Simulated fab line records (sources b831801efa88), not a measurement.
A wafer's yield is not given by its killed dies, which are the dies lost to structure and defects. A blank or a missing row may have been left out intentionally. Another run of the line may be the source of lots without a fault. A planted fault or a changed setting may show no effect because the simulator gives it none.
Matching of chambers / flow sky130 / cmp-01 running SKY_LI_CONTACT_CMP_02: 4 sister chambers
The step polishes PSG. 8 wafers are shown with their chamber, then 7 later ones without.

WAFERS WITH THEIR CHAMBER
wafer=L267.6; chamber=2; slurry_filter_dp_kPa (kPa)=13.44; time_to_endpoint_s (s)=30.3
wafer=L268.1; chamber=1; slurry_filter_dp_kPa (kPa)=13.38; time_to_endpoint_s (s)=30.6
wafer=L268.6; chamber=3; slurry_filter_dp_kPa (kPa)=13.51; time_to_endpoint_s (s)=30.8
wafer=L280.3; chamber=3; slurry_filter_dp_kPa (kPa)=13.54; time_to_endpoint_s (s)=31.1
wafer=L280.4; chamber=1; slurry_filter_dp_kPa (kPa)=13.47; time_to_endpoint_s (s)=27.2
wafer=L280.5; chamber=0; slurry_filter_dp_kPa (kPa)=13.42; time_to_endpoint_s (s)=30.3
wafer=L282.2; chamber=2; slurry_filter_dp_kPa (kPa)=13.63; time_to_endpoint_s (s)=28.9
wafer=L282.5; chamber=0; slurry_filter_dp_kPa (kPa)=13.38; time_to_endpoint_s (s)=31.2

WAFERS MISSING THEIR CHAMBER
wafer=L282.6; slurry_filter_dp_kPa (kPa)=13.52; time_to_endpoint_s (s)=30.2
wafer=L283.1; slurry_filter_dp_kPa (kPa)=13.59; time_to_endpoint_s (s)=26.5
wafer=L283.4; slurry_filter_dp_kPa (kPa)=13.54; time_to_endpoint_s (s)=30.2
wafer=L283.5; slurry_filter_dp_kPa (kPa)=13.58; time_to_endpoint_s (s)=25.7
wafer=L285.1; slurry_filter_dp_kPa (kPa)=13.61; time_to_endpoint_s (s)=31.0
wafer=L285.4; slurry_filter_dp_kPa (kPa)=13.44; time_to_endpoint_s (s)=30.4
wafer=L285.5; slurry_filter_dp_kPa (kPa)=13.66; time_to_endpoint_s (s)=27.8

WHICH CHAMBER EACH ONE RAN IN
wafer=L282.6; from the rows above=can't be placed: 2 or 3 or 1 or 0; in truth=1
wafer=L283.1; from the rows above=can't be placed: 2 or 1 or 3 or 0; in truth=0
wafer=L283.4; from the rows above=can't be placed: 2 or 3 or 1 or 0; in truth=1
wafer=L283.5; from the rows above=can't be placed: 2 or 1 or 3 or 0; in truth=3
wafer=L285.1; from the rows above=can't be placed: 3 or 2 or 0 or 1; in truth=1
wafer=L285.4; from the rows above=can't be placed: 0 or 1 or 3 or 2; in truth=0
wafer=L285.5; from the rows above=can't be placed: 2 or 3 or 1 or 0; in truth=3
Correctly placed: 0 of 7. Cannot be placed on the basis of these rows: 7; the candidates contain the true chamber in 7. 0 placed wrongly.
How it was worked out, from the rows above alone: a wafer's distance from a chamber is the root of the sum, over the readings, of the square of ((its reading less the chamber's mean) divided by the reading's scatter). If the next closest chamber is less than 2 further off than the closest, the wafer can't be placed; otherwise it belongs to the closest. For every chamber, the mean is computed from those of its wafers that are shown. The scatter: take each reading less its chamber's mean, square it, sum over the shown wafers, divide by the number of wafers less the number of chambers, and take the root.
